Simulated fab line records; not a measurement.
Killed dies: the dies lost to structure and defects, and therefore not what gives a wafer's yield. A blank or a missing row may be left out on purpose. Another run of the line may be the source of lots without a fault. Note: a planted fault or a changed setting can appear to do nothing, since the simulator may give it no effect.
Which tool was responsible?    flow sky130    36 wafers from 12 lots sampled at 6 of the route's 708 steps

== WHAT THE GAUGES READ, wafer by wafer ==
SKY_SD_P_CD_MEAS_07 targets a cd of 380 nm. Usual: 380.2 nm for cd nm, sd 2.5.
lot   measured      on         cd nm (nm)         flag
L366  day 25 18:33  cd sem-01  383.6 383.4 382.8  
L367  day 25 18:50  cd sem-02  375.5 376.6 379.4  
L370  day 26 22:25  cd sem-01  382.9 381.3 379.6  
L371  day 27 02:07  cd sem-01  379.8 378.0 382.0  
L372  day 28 03:25  cd sem-02  381.2 382.5 382.5  
L373  day 28 05:55  cd sem-02  381.8 380.4 382.3  
L377  day 29 06:21  cd sem-02  376.8 380.6 376.3  
L376  day 29 07:13  cd sem-02  - - -              OFF
L386  day 32 10:44  cd sem-02  381.1 380.8 379.3  
L387  day 32 15:58  cd sem-01  381.8 379.0 379.6  
L388  day 32 17:59  cd sem-02  378.4 378.2 377.2  
L389  day 33 15:04  cd sem-02  387.0 383.2 386.1  

SKY_SD_P_TW_MEAS_11. Usual: for SD_P_TW the level is 2821 and the standard deviation is 29.
lot   measured      on             SD_P_TW         flag
L366  day 25 18:57  film metro-04  2793 2791 2771  
L367  day 25 19:14  film metro-04  2793 2775 2800  
L370  day 26 22:49  film metro-02  2864 2854 2859  
L371  day 27 02:31  film metro-02  2850 2855 2865  
L372  day 28 03:47  film metro-04  2790 2790 2800  
L373  day 28 06:19  film metro-03  2812 2842 2840  
L377  day 29 06:45  film metro-03  2832 2831 2829  
L376  day 29 07:37  film metro-04  30 30 30        OFF
L386  day 32 11:08  film metro-04  2790 2781 2806  
L387  day 32 16:21  film metro-04  2797 2784 2768  
L388  day 32 18:22  film metro-03  2834 2827 2829  
L389  day 33 15:28  film metro-04  2813 2802 2802  

SKY_SD_N_RS_MEAS_16: the measuring method here is four-point-probe. Usual: for SD_N_RS the level is 68.47 ohm/sq and the standard deviation is 0.12.
lot   measured      on             SD_N_RS (ohm/sq)   flag
L366  day 28 06:02  film metro-04  68.38 68.71 68.43  
L367  day 28 06:08  film metro-02  68.68 68.59 68.46  
L370  day 29 08:31  film metro-04  68.33 68.49 68.43  
L371  day 29 12:40  film metro-03  68.50 68.64 68.47  
L372  day 30 12:37  film metro-02  68.20 68.50 68.46  
L373  day 30 15:08  film metro-04  68.40 68.52 68.44  
L377  day 31 14:05  film metro-04  68.45 68.43 68.41  
L376  day 31 15:23  film metro-02  68.56 68.58 68.40  
L386  day 34 16:56  film metro-02  68.51 68.60 68.58  
L387  day 34 21:29  film metro-04  68.51 68.61 68.44  
L388  day 34 23:22  film metro-03  68.75 68.66 68.57  
L389  day 35 19:35  film metro-04  68.52 68.42 68.37  

SKY_LI_CONTACT_THK_MEAS_01. Usual: for LI_CONTACT_HDPCVD_THK the level is 929 nm and the standard deviation is 11.
lot   measured      on             LI_CONTACT_HDPCVD_THK (nm)  flag
L366  day 28 06:31  film metro-04  922 912 922                 
L367  day 28 06:37  film metro-03  940 927 936                 
L370  day 29 09:00  film metro-02  926 920 945                 
L371  day 29 13:07  film metro-03  942 928 930                 
L372  day 30 13:05  film metro-03  925 927 931                 
L373  day 30 15:37  film metro-03  957 940 940                 
L377  day 31 14:34  film metro-02  917 924 927                 
L376  day 31 15:52  film metro-04  928 940 949                 
L386  day 34 17:25  film metro-03  925 935 924                 
L387  day 34 21:58  film metro-03  910 937 941                 
L388  day 34 23:50  film metro-02  934 918 928                 
L389  day 35 20:04  film metro-04  934 928 936                 

== WHAT TOOL EACH LOT RAN ON (gives the tool, then ch and the chambers of the sampled wafers, and finally the start) ==
lot   SKY_SD_P_EXPOSE_04                   SKY_SD_N_STRIP_11
L366  iline stepper-02 ch 0, day 25 04:43  plasma asher-01 ch 0,1, day 28 05:38
L367  iline stepper-01 ch 0, day 25 04:57  plasma asher-02 ch 0,1, day 28 05:44
L370  iline stepper-01 ch 0, day 26 07:58  plasma asher-02 ch 0,1, day 29 08:08
L371  iline stepper-02 ch 0, day 26 12:51  plasma asher-02 ch 0,1, day 29 12:16
L372  iline stepper-02 ch 0, day 27 12:23  plasma asher-01 ch 0,1, day 30 12:11
L373  iline stepper-01 ch 0, day 27 16:14  plasma asher-02 ch 0,1, day 30 14:44
L377  iline stepper-01 ch 0, day 28 15:23  plasma asher-01 ch 0,1, day 31 13:38
L376  iline stepper-02 ch 0, day 28 16:23  plasma asher-03 ch 0,1, day 31 14:59
L386  iline stepper-02 ch 0, day 31 21:39  plasma asher-02 ch 0,1, day 34 16:32
L387  iline stepper-02 ch 0, day 32 02:05  plasma asher-03 ch 0,1, day 34 21:05
L388  iline stepper-02 ch 0, day 32 04:01  plasma asher-02 ch 0,1, day 34 22:59
L389  iline stepper-02 ch 0, day 33 01:58  plasma asher-01 ch 0,1, day 35 19:11
- SKY_SD_P_EXPOSE_04: exposes mask PSDM, target cd 380 nm.
- SKY_SD_N_STRIP_11: strips in O2/N2.

== AS READ BY THE TOOLS THEMSELVES (means over the sampled wafers that have a number; for cases with no such wafer, the mark the record gives instead) ==
SKY_SD_N_STRIP_11. Usual: drypump motor current A 6.0 A, standard deviation 0.43; oes product au 0.527 a.u., standard deviation 0.0049; strip time to endpoint s 22.52 s, standard deviation 0.046.
lot   tool             drypump motor current A (A)  oes product au (a.u.)  strip time to endpoint s (s)  flag
L366  plasma asher-01  5.9                          0.526                  22.53                         
L367  plasma asher-02  6.4                          0.529                  22.49                         
L370  plasma asher-02  6.4                          0.529                  22.58                         
L371  plasma asher-02  6.4                          0.525                  22.49                         
L372  plasma asher-01  6.0                          0.532                  22.55                         
L373  plasma asher-02  6.4                          0.527                  22.50                         
L377  plasma asher-01  5.9                          0.525                  22.41                         
L376  plasma asher-03  5.5                          0.522                  22.51                         
L386  plasma asher-02  6.4                          0.528                  22.53                         
L387  plasma asher-03  5.5                          0.527                  22.57                         
L388  plasma asher-02  6.4                          0.526                  22.51                         
L389  plasma asher-01  6.0                          0.528                  22.53                         

== THE ANSWER, worked out from the rows above alone ==
Rule: take the mean of a lot's wafers that have a number; if it is more than 3 standard deviations from the usual mean, the lot is off. A lot without any number at a reading at which 4 lots or more have one is off too. Any other lot the step has rows for is counted as sound. The gauges are gone through in route order, then the tools' own readings, and for those a lot's mean is taken as printed above. The first step at which some lot is off is used, and at that step the reading that is off furthest; a lot without a number counts as furthest.
Off at SKY_SD_P_CD_MEAS_07 (cd nm): L376. Without a number there: L376.
If a tool, at a process step before that reading, ran all the lots that are off and no sound lot after the first of them, it fits. Not tried: the gauges at SKY_SD_P_CD_MEAS_07; whatever is off there is also off at SKY_SD_P_TW_MEAS_11, on other tools, and gauge error can't account for it. No candidate that was tried fits.

== WHAT THE SIMULATOR PUT IN ==
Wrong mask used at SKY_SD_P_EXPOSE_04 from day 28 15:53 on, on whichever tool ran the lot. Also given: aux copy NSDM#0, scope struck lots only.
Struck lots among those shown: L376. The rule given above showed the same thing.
